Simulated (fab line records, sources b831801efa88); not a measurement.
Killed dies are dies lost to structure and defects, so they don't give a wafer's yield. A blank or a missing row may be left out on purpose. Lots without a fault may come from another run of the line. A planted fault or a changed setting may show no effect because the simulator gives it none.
Chamber matching | flow sky130 | SKY_FIELD_ISO_ETCH_17 on rie_si-01: 4 sister chambers
The step etches Si in HBr/Cl2/O2, target depth 342 nm, time 97.7 s. 8 wafers are shown with their chamber, then 7 later ones without.

WAFERS WITH THEIR CHAMBER
wafer  | chamber | drypump_motor_current_A (A) | oes_product_au (a.u.)
L104.3 | 1       | 6.6                         | 0.985
L104.5 | 0       | 6.2                         | 1.003
L105.5 | 3       | 5.4                         | 1.004
L106.1 | 2       | 5.1                         | 0.990
L106.4 | 1       | 6.7                         | 0.980
L106.6 | 0       | 6.2                         | 0.998
L108.1 | 3       | 5.4                         | 0.997
L108.2 | 2       | 5.1                         | 1.008

WAFERS WITHOUT THEIR CHAMBER
wafer  | drypump_motor_current_A (A) | oes_product_au (a.u.)
L108.3 | 6.7                         | 0.997
L112.2 | 5.1                         | 0.995
L112.3 | 5.4                         | 1.011
L112.4 | 6.3                         | 0.997
L116.2 | 6.6                         | 0.991
L116.5 | 5.1                         | 0.999
L116.6 | 5.4                         | 1.015

WHICH CHAMBER EACH WENT THROUGH
wafer  | from the rows above | in truth
L108.3 | 1                   | 1
L112.2 | 2                   | 2
L112.3 | 3                   | 3
L112.4 | 0                   | 0
L116.2 | 1                   | 1
L116.5 | 2                   | 2
L116.6 | 3                   | 3
Placed correctly: 7 of 7. Can't be placed from these rows: 0. Placed wrongly: 0.
How it was worked out, from the rows above alone: a wafer's distance from a chamber is the root of the sum, over the readings, of the square of ((its reading less the chamber's mean) divided by the reading's scatter). The wafer belongs to the nearest chamber; if the next one is less than 2 further off, it can't be placed. A chamber's mean is the mean of its shown wafers. The scatter: the root of (the sum of the squares of (reading less its chamber's mean) over the shown wafers, divided by (wafers less chambers)).
